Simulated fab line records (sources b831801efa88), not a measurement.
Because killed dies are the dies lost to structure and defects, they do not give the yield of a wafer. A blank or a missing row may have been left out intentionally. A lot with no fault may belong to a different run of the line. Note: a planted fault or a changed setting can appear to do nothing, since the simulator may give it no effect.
Struck lot and sound lot, side by side ; flow sky130 ; 25 steps out of a route of 708
Sound: these wafers, L140.3, L140.4, L140.6. Struck: wafer L150.3. (L150.2 of the same lot was not struck and is left out.) The cause comes at the end.
For every step that has rows: the tool of each side, followed by ch and its chambers, followed by its first start. Under that, the readings that differ: sound wafers ; struck wafers ; difference of the means ; sigmas: that difference in standard deviations of wafers without a fault.
alike: a reading whose means differ by less than 2 such deviations, as well as words and numbers matching on both sides. not compared: withheld readings; readings where some wafer has no value; bounds like >300 that might hide an equal value; numbers whose values overlap and for which the record gives no deviation.
A row with sigmas, a row that says differs or no value, or rows on one side alone: a step with any of these is where the two part. Numbers that have no deviation but don't overlap get no sigmas and don't part them. A reading missing from all wafers of one side parts the sides only when that side holds two or more wafers.

first, 9 steps without rows for these wafers: SKY_LI_CONTACT_ETCH_14 (etches BARC in N2/H2, stops on SiO2, time 45.9 s, target depth 60 nm); SKY_LI_CONTACT_ETCH_15 (etches PSG in C4F8/O2/Ar, stops on Si, target depth 600 nm); SKY_LI_CONTACT_STRIP_16 (strips in O2/N2); SKY_LI_CONTACT_CLEAN_17 (cleans in NMP, time 600 s); SKY_LI_CONTACT_PRE_CLEAN_18 (time 5.6 s); SKY_LI_CONTACT_SPUTTER_19 (material Ti, target thk 20 nm, time 106.37 s); SKY_LI_CONTACT_SPUTTER_20 (material TiN, target thk 20 nm, time 80 s); SKY_LI_CONTACT_CVD_21 (deposits W, target thk 400 nm, time 120.56 s); SKY_LI_CONTACT_CMP_24 (polishes, stops on PSG, t overpolish 20 s, target thk 0 nm).
SKY_LOCAL_INTERCONNECT_SPUTTER_00: material TiN, target thk 100 nm, time 83.3 s.
  sound on pvd-sputter-04 at day 31 17:13; struck on pvd-sputter-04 at day 35 03:20
reading;sound;struck;difference;sigmas
model.TiN_of_LOCAL_INTERCONNECT_SPUTTER_00.thk-nm (nm);99.93 100.6 100.5;58.91;-41.43;
  alike: throttle-valve-pct
SKY_LOCAL_INTERCONNECT_RS_MEAS_01: the measuring method here is four-point-probe.
  sound on film-metro-04 at day 31 17:19; struck on film-metro-04 at day 35 03:43
reading;sound;struck;difference;sigmas
LOCAL_INTERCONNECT_TIN_RS (ohm/sq);14.17 14.07 14.04;24.82;+10.73;+77
  not compared: hold
SKY_LOCAL_INTERCONNECT_THK_MEAS_02: measures by xrf.
  sound on film-metro-04 at day 31 17:25; struck on film-metro-04 at day 35 08:15
reading;sound;struck;difference;sigmas
LOCAL_INTERCONNECT_TIN_THK (nm);98.0 98.4 99.3;57.5;-41.1;-42
  not compared: hold
then, 8 steps without rows for these wafers: SKY_LOCAL_INTERCONNECT_HMDS_04 (prime time 60 s); SKY_LOCAL_INTERCONNECT_COAT_05 (resist thk 60 nm); SKY_LOCAL_INTERCONNECT_COAT_06 (resist thk 450 nm); SKY_LOCAL_INTERCONNECT_SOFTBAKE_07 (time 90 s); SKY_LOCAL_INTERCONNECT_EXPOSE_08 (exposes mask LI1M, target cd 170 nm); SKY_LOCAL_INTERCONNECT_PEB_09; SKY_LOCAL_INTERCONNECT_DEVELOP_10 (develop time 60 s); SKY_LOCAL_INTERCONNECT_ETCH_13 (etches BARC in N2/H2, stops on SiO2, time 45.9 s, target depth 60 nm).
SKY_LOCAL_INTERCONNECT_METAL_ETCH_14: etches TiN in Cl2/BCl3, stops on PSG, target depth 110 nm, time 31.4 s.
  sound on rie-metal-03 ch 0,1, day 32 21:05; struck on rie-metal-02 ch 0, day 36 05:56
reading;sound;struck;difference;sigmas
oes-product-au (a.u.);0.947 0.938 0.946;0.709;-0.235;-37
throttle-valve-pct (%);21.909 21.899 21.894;22.037;+0.136;+14
  alike: chamber-pressure-mTorr, drypump-motor-current-A
  not compared: rf-hours-counter-h
then, 1 step without rows for these wafers: SKY_LOCAL_INTERCONNECT_STRIP_15 (strips in O2/N2).
SKY_LOCAL_INTERCONNECT_STRIP_16: strips in post etch residue remover, time 1200 s.
  sound on wet-bench-03 ch 2, day 32 21:14; struck on wet-bench-01 ch 2, day 36 06:05
reading;sound;struck;difference;sigmas
model.TiN_of_LOCAL_INTERCONNECT_SPUTTER_00.thk-nm (nm);99.51 100.2 100;58.49;-41.41;
then, 1 step without rows for these wafers: SKY_LOCAL_INTERCONNECT_CLEAN_17 (cleans in IPA, time 180 s).
-- a jump in the record: the struck wafers' starts before and after are 14 days apart (it breaks off in module LOCAL_INTERCONNECT and resumes in module PAD_OPEN, where the first step shown is number 708 of the route) --
SKY_PAD_OPEN_PROBE_99:
  sound on prober-01 at day 47 16:16; struck on prober-01 at day 50 01:16
reading;sound;struck;difference;sigmas
model.etest.res-li.line-ohm-um;76.06 75.65 76.35;128.5;+52.5;
model.etest.res-li.rs-ohm-sq;12.91 12.84 12.85;21.68;+8.81;
model.etest.mcon-chain.rc-ohm;16.79 16.79 17.23;20.42;+3.48;
  alike: killed_at_M0_to_M3, killed_at_M4_up, killed-at-contacts, killed-at-front-end, killed-at-other, killed-dies, killed-open, killed-short

WHERE THEY PART
Earliest at SKY_LOCAL_INTERCONNECT_RS_MEAS_01; latest, in this record, at SKY_LOCAL_INTERCONNECT_METAL_ETCH_14. Later steps at which nothing parts them and some readings are alike: SKY_PAD_OPEN_PROBE_99.

WHY: what had been put in by the simulator
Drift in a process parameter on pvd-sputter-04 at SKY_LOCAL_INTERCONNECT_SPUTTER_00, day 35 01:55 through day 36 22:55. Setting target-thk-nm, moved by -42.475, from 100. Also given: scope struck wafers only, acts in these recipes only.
